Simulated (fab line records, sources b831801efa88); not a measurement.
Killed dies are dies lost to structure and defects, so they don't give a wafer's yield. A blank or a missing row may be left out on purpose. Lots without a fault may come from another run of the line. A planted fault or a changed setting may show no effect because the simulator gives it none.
fab line records | flow gf180mcu
record lots=6 wafers=18 last_day=34
route steps=602 shown HV_LDD@234 NSD@235 PSD@248
lots that met no fault: from a run of the same line without faults
start_h: hours from the record's first day to the start of the lot's first wafer shown | wait_h: hours since the lot's step before | " the same as in the row above | L1.1+2: a row that stands for several wafers | - no value, or no start given | * or withheld: withheld | < > ~ a bound
route shown NAME@n: a module of which the file shows steps, and the number in the route of the first | usual: mean/standard deviation of fault-free wafers | same: alike in all rows | chamber/n: place in a boat | sites: the reading at each site | _std_site: their standard deviation | _edge_site: outer sites' mean less inner sites' | radius_mm: how far each site lies from the wafer's centre | mask NAME#n: copy n | behind: the tool/chamber that last shaped the wafer | hold: why the lot was held/for how many hours/how that ended | device: the transistor (n, p or np) that didn't switch | end of line: the same wafers' tests at the end of the route | a step without rows: its recipe alone | killed: dies lost to structure and defects at the first sort, not the wafer's yield | map: a wafer's dies, x killed, . not, _ none there
set.NAME: the setting as run; set.NAME@STEP: as run at that earlier step | model.NAME: the simulator's own value behind a step, which no gauge read
lots at some steps of the route; a table a step, a row a wafer
services: from which hour (start_h, from the record's first day; less than 0 if before it) a tool's chamber was out of use, for how many hours, and why
## steps
# step GF_HV_LDD_ETCHBACK_58
# recipe chemistry=CH3F/O2 target=Si3N4 stop_on=SiO2 source_w=400 bias_w=80 pressure_mtorr=25 ch3f_flow_sccm=40 O2_flow_sccm=30 time_s=100 target_depth_a=900
# usual drypump_motor_current_A=5.7/0.43 oes_product_au=0.844/0.0059 throttle_valve_pct=10.560/0.0087
# same time_s=100
# columns lot.wafer tool chamber start_h wait_h drypump_motor_current_A oes_product_au rf_hours_counter_h throttle_valve_pct
L337.1 rie_diel-03 3 340.28 0.1 5.3 0.831 12 10.558
L337.2 " 0 " " 6.0 0.851 116 10.573
L337.5 " 2 " " 5.7 0.835 - 10.573
L338.4 rie_diel-04 0 343.38 0.0 5.7 0.851 1 10.550
L338.5 " 3 " " 5.8 0.841 - 10.561
L338.6 " 2 " " 5.6 0.840 - 10.560
L339.1 rie_diel-02 2 350.75 0.1 6.3 0.840 23 10.557
L339.2 " 3 " " 5.9 0.839 18 10.559
L339.4 " 1 " " 6.6 0.848 89 10.572
L348.3 rie_diel-02 1 423.54 0.0 6.6 0.834 92 10.567
L348.4 " 2 " " 6.3 0.845 25 10.554
L348.6 " 0 " " 5.6 0.844 - 10.554
L349.1 rie_diel-02 3 432.40 0.1 5.9 0.846 20 10.559
L349.2 " 1 " " 6.6 0.853 92 10.562
L349.5 " 3 " " 5.9 0.856 - 10.566
L351.1 rie_diel-02 3 446.38 0.1 5.9 0.838 21 10.568
L351.5 " 0 " " 5.6 0.847 - 10.562
L351.6 " 1 " " 6.6 0.848 - 10.559
# step GF_NSD_DEHYDRATE_00
# recipe temp_c=200 time_s=60
# step GF_NSD_HMDS_01
# recipe prime_time_s=60 prime_temp_c=120
# step GF_NSD_COAT_02
# recipe resist=NOVOLAK spin_rpm=3000 resist_thk_nm=1000
# step GF_NSD_SOFTBAKE_03
# recipe temp_c=90 time_s=60 resist=NOVOLAK
# step GF_NSD_EXPOSE_04
# recipe mask_id=Nplus target_cd_nm=400 na=0.6 source_shape=conventional sigma_outer=0.6 dose_mj=140
# step GF_NSD_PEB_05
# recipe temp_c=withheld time_s=* resist=NOVOLAK
# step GF_NSD_DEVELOP_06
# recipe develop_time_s=60 dev_temp_c=23
# step GF_NSD_CD_MEAS_07
# recipe target_cd_nm=400
# usual cd_nm=400.3/2.3
# columns lot.wafer tool chamber start_h wait_h cd_nm
L337.1 cd_sem-02 - 362.38 0.1 397.0
L337.2 " - " " 394.4
L337.5 " - " " 397.4
L338.4 cd_sem-01 - 364.94 0.1 398.3
L338.5 " - " " 397.8
L338.6 " - " " 397.9
L339.1 cd_sem-01 - 372.70 0.1 399.6
L339.2 " - " " 400.8
L339.4 " - " " 402.4
L348.3 cd_sem-01 - 447.60 0.1 398.9
L348.4 " - " " 397.6
L348.6 " - " " 400.6
L349.1 cd_sem-02 - 456.11 0.1 402.4
L349.2 " - " " 403.8
L349.5 " - " " 403.7
L351.1 cd_sem-02 - 470.70 0.1 399.9
L351.5 " - " " 402.0
L351.6 " - " " 401.8
# step GF_NSD_OVL_MEAS_08
# usual NSD_OVL=-1.0/1.5
# columns lot.wafer tool chamber start_h wait_h NSD_OVL[nm]
L337.1 overlay-01 - 362.50 0.1 -1.6
L337.2 " - " " -1.7
L337.5 " - " " -0.8
L338.4 overlay-01 - 365.02 0.1 -1.3
L338.5 " - " " -0.9
L338.6 " - " " -2.3
L339.1 overlay-02 - 372.82 0.1 -0.3
L339.2 " - " " -1.5
L339.4 " - " " -1.3
L348.3 overlay-02 - 447.69 0.1 0.9
L348.4 " - " " 0.5
L348.6 " - " " -1.1
L349.1 overlay-02 - 456.23 0.1 -1.7
L349.2 " - " " -3.7
L349.5 " - " " -2.7
L351.1 overlay-02 - 470.82 0.1 -0.4
L351.5 " - " " 1.5
L351.6 " - " " 0.8
# step GF_NSD_IMPLANT_09
# recipe species=As energy_kev=60 dose_cm2=4e+15 tilt_deg=7
# step GF_NSD_IMPLANT_10
# recipe species=P energy_kev=40 dose_cm2=5e+14 tilt_deg=7
# step GF_NSD_STRIP_11
# recipe chemistry=O2/N2 power_w=1400 pressure_mtorr=1500 platen_temp_c=250 o2_flow_sccm=3000 n2_flow_sccm=300 overash_fraction=0.5
# usual chamber_pressure_mTorr=1499.9/1.4 drypump_motor_current_A=5.4/0.41 heater_power_w=323/27 oes_product_au=0.487/0.0048 strip_time_to_endpoint_s=22.95/0.038
# columns lot.wafer tool chamber start_h wait_h chamber_pressure_mTorr drypump_motor_current_A heater_power_w oes_product_au rf_hours_counter_h strip_time_to_endpoint_s model.NOVOLAK_of_NSD_COAT_02.thk_nm
L337.1 plasma_asher-04 0 362.83 0.1 1498.2 4.9 323 0.481 57 22.93 0
L337.2 " 1 " " 1500.3 5.4 343 0.484 57 22.96 0
L337.5 " 1 " " 1500.8 5.4 347 0.487 - 22.91 0
L338.4 plasma_asher-04 1 365.37 0.1 - - - - - - 1002
L338.5 " 0 " " - - - - - - 1002
L338.6 " 1 " " - - - - - - 999.5
L339.1 plasma_asher-03 1 373.16 0.1 - - - - - - 1006
L339.2 " 0 " " - - - - - - 1001
L339.4 " 1 " " - - - - - - 1004
L348.3 plasma_asher-03 0 448.05 0.1 1498.4 4.9 336 0.480 - 22.99 0
L348.4 " 1 " " 1500.8 5.9 280 0.483 - 22.96 0
L348.6 " 0 " " 1498.3 4.9 332 0.492 - 22.99 0
L349.1 plasma_asher-02 0 456.56 0.1 1499.5 5.5 311 0.487 35 22.95 0
L349.2 " 1 " " 1497.7 6.0 362 0.490 35 22.90 0
L349.5 " 0 " " 1499.9 5.5 305 0.489 - 22.94 0
L351.1 plasma_asher-03 1 471.16 0.1 1503.3 5.8 281 0.484 82 22.90 0
L351.5 " 1 " " 1497.8 5.9 273 0.487 - 22.93 0
L351.6 " 0 " " 1502.2 4.9 344 0.478 - 22.92 0
# step GF_NSD_TW_MEAS_12
# usual NSD_TW=4244/22
# columns lot.wafer tool chamber start_h wait_h NSD_TW
L337.1 film_metro-01 - 362.93 0.1 4258
L337.2 " - " " 4303
L337.5 " - " " 4281
L338.4 film_metro-02 - 365.46 0.1 4219
L338.5 " - " " 4216
L338.6 " - " " 4238
L339.1 film_metro-01 - 373.26 0.1 4258
L339.2 " - " " 4266
L339.4 " - " " 4244
L348.3 film_metro-01 - 448.13 0.1 4237
L348.4 " - " " 4253
L348.6 " - " " 4251
L349.1 film_metro-01 - 456.66 0.1 4239
L349.2 " - " " 4260
L349.5 " - " " 4272
L351.1 film_metro-01 - 471.26 0.1 4276
L351.5 " - " " 4260
L351.6 " - " " 4277
# step GF_PSD_DEHYDRATE_00
# recipe temp_c=200 time_s=60
# step GF_PSD_HMDS_01
# recipe prime_time_s=60 prime_temp_c=120
# step GF_PSD_COAT_02
# recipe resist=NOVOLAK spin_rpm=3000 resist_thk_nm=1000
# step GF_PSD_SOFTBAKE_03
# recipe temp_c=90 time_s=60 resist=NOVOLAK
# step GF_PSD_EXPOSE_04
# recipe mask_id=Pplus target_cd_nm=400 na=0.6 source_shape=conventional sigma_outer=0.6 dose_mj=140
# step GF_PSD_PEB_05
# recipe temp_c=withheld time_s=* resist=NOVOLAK
# step GF_PSD_DEVELOP_06
# recipe develop_time_s=60 dev_temp_c=23
# step GF_PSD_CD_MEAS_07
# recipe target_cd_nm=400
# usual cd_nm=399.5/2.7
# columns lot.wafer tool chamber start_h wait_h cd_nm
L337.1 cd_sem-01 - 384.93 0.1 397.3
L337.2 " - " " 399.2
L337.5 " - " " 400.2
L338.4 cd_sem-01 - 387.61 0.1 399.4
L338.5 " - " " 400.8
L338.6 " - " " 399.6
L339.1 cd_sem-01 - 394.90 0.1 397.8
L339.2 " - " " 399.0
L339.4 " - " " 399.0
L348.3 cd_sem-01 - 471.92 0.1 398.5
L348.4 " - " " 397.8
L348.6 " - " " 399.6
L349.1 cd_sem-02 - 481.08 0.1 399.8
L349.2 " - " " 402.1
L349.5 " - " " 398.0
L351.1 cd_sem-01 - 495.85 0.1 402.1
L351.5 " - " " 400.6
L351.6 " - " " 402.5
# step GF_PSD_OVL_MEAS_08
# usual PSD_OVL=0.5/1.3
# columns lot.wafer tool chamber start_h wait_h PSD_OVL[nm]
L337.1 overlay-01 - 385.05 0.1 3.5
L337.2 " - " " 2.1
L337.5 " - " " 2.5
L338.4 overlay-02 - 387.69 0.1 -1.3
L338.5 " - " " 1.2
L338.6 " - " " 0.0
L339.1 overlay-02 - 395.02 0.1 -1.9
L339.2 " - " " -2.3
L339.4 " - " " -1.4
L348.3 overlay-02 - 472.01 0.1 -0.4
L348.4 " - " " 1.3
L348.6 " - " " -0.7
L349.1 overlay-02 - 481.20 0.1 -0.2
L349.2 " - " " 1.2
L349.5 " - " " 0.4
L351.1 overlay-02 - 495.97 0.1 1.3
L351.5 " - " " 2.3
L351.6 " - " " 2.4
# step GF_PSD_IMPLANT_09
# recipe species=BF2 energy_kev=40 dose_cm2=1.5e+15 tilt_deg=7
# step GF_PSD_STRIP_10
# recipe chemistry=O2/N2 power_w=1400 pressure_mtorr=1500 platen_temp_c=250 o2_flow_sccm=3000 n2_flow_sccm=300 overash_fraction=0.5
# usual chamber_pressure_mTorr=1500.2/1.4 drypump_motor_current_A=5.6/0.42 heater_power_w=318/28 oes_product_au=0.592/0.0043 strip_time_to_endpoint_s=16.54/0.031
# columns lot.wafer tool chamber start_h wait_h chamber_pressure_mTorr drypump_motor_current_A heater_power_w oes_product_au rf_hours_counter_h strip_time_to_endpoint_s
L337.1 plasma_asher-01 1 385.23 0.1 1498.2 6.1 303 0.586 73 16.52
L337.2 " 0 " " 1496.8 5.3 348 0.590 73 16.51
L337.5 " 0 " " 1501.0 5.3 344 0.593 - 16.53
L338.4 plasma_asher-03 0 387.89 0.1 1498.6 4.9 346 0.661 - 31.56
L338.5 " 1 " " 1501.3 5.9 288 0.660 - 31.55
L338.6 " 0 " " 1499.1 4.9 340 0.651 - 31.48
L339.1 plasma_asher-01 1 395.21 0.1 1499.3 6.1 296 0.651 74 31.54
L339.2 " 0 " " 1498.1 5.3 353 0.661 74 31.50
L339.4 " 0 " " 1500.6 5.3 348 0.651 - 31.51
L348.3 plasma_asher-03 1 472.22 0.1 1501.4 5.8 272 0.594 - 16.56
L348.4 " 0 " " 1499.7 4.9 334 0.591 - 16.53
L348.6 " 1 " " 1499.7 5.9 279 0.588 - 16.55
L349.1 plasma_asher-02 1 481.38 0.1 1498.8 6.0 352 0.597 37 16.52
L349.2 " 0 " " 1500.3 5.5 308 0.593 37 16.54
L349.5 " 0 " " 1498.5 5.6 311 0.584 - 16.50
L351.1 plasma_asher-02 0 496.16 0.1 1499.5 5.6 309 0.593 39 16.50
L351.5 " 1 " " 1501.0 5.9 341 0.587 - 16.55
L351.6 " 0 " " 1499.3 5.5 313 0.595 - 16.52
# step GF_PSD_TW_MEAS_11
# usual PSD_TW=3173/17
# columns lot.wafer tool chamber start_h wait_h PSD_TW
L337.1 film_metro-03 - 385.33 0.1 3158
L337.2 " - " " 3175
L337.5 " - " " 3152
L338.4 film_metro-03 - 387.99 0.1 30
L338.5 " - " " 30
L338.6 " - " " 30
L339.1 film_metro-03 - 395.31 0.1 30
L339.2 " - " " 30
L339.4 " - " " 30
L348.3 film_metro-02 - 472.30 0.1 3161
L348.4 " - " " 3140
L348.6 " - " " 3143
L349.1 film_metro-02 - 481.48 0.1 3155
L349.2 " - " " 3198
L349.5 " - " " 3175
L351.1 film_metro-01 - 496.26 0.1 3206
L351.5 " - " " 3182
L351.6 " - " " 3182
# step GF_PSD_CLEAN_12
# recipe chemistry=SC1/SC2 mix=1:4:20 temp_c=70 time_s=150 dry=n2_spin
## services
# columns tool chamber start_h hours kind
plasma_asher-02 - 321.26 2.6 repair
plasma_asher-02 - 322.01 1.4 repair
plasma_asher-03 - 334.84 0.4 repair
rie_diel-02 - 336.10 4.3 pm
rie_diel-04 - 340.16 2.8 pm
plasma_asher-04 - 367.09 5.4 repair
rie_diel-03 - 374.00 1.3 repair
rie_diel-04 3 377.68 8.6 repair
rie_diel-04 1 382.63 7.7 repair
rie_diel-02 0 384.43 3.8 repair
plasma_asher-04 - 406.97 2.8 pm
plasma_asher-01 - 421.25 9.0 pm
plasma_asher-01 0 421.25 9.0 vent_cycle
plasma_asher-01 1 421.25 9.0 vent_cycle
rie_diel-03 0 421.29 8.3 repair
rie_diel-03 3 429.80 70.1 repair
rie_diel-04 2 434.44 2.4 repair
plasma_asher-04 - 437.62 4.6 repair
rie_diel-04 1 446.93 3.7 repair
rie_diel-03 2 455.40 10.7 repair
rie_diel-03 1 465.68 6.6 repair
rie_diel-04 3 467.00 6.6 repair
rie_diel-04 - 477.45 10.0 pm
plasma_asher-01 - 480.20 14.6 pm
## key
first_sign step=GF_NSD_STRIP_11 reading=tool_record direction=missing
effect step=GF_PSD_STRIP_10 reading=strip_time_to_endpoint_s direction=up sigmas=99+ usual=* struck=*
effect step=GF_PSD_TW_MEAS_11 reading=PSD_TW direction=down sigmas=99+ usual=3173 struck=30
model_effect step=GF_NSD_STRIP_11 value=NOVOLAK_of_NSD_COAT_02.thk_nm without=0 struck=1002
met_at GF_NSD_STRIP_11
struck_wafers L338.4,L338.5,L338.6,L339.1,L339.2,L339.4
sort_left_out L338.4,L338.5,L338.6,L339.1,L339.2,L339.4
tester_left_out L338,L339
onset_between 362.83 365.37
fault kind=skipped_step_whole tool=plasma_asher-03,plasma_asher-04 chamber=- onset_h=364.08 steps=GF_NSD_STRIP_11 scope=struck_lots_only
# tester_left_out: of these lots the tester's yield and bins aren't shown, on N5 and GAA mostly nor the transistor test; their killed dies are dies lost to structure and defects alone, not to doping, threshold or leakage, so they don't give the yield
# sort_left_out: the simulated sort isn't trusted on such a fault, so these wafers' sort isn't shown, and their yield isn't known
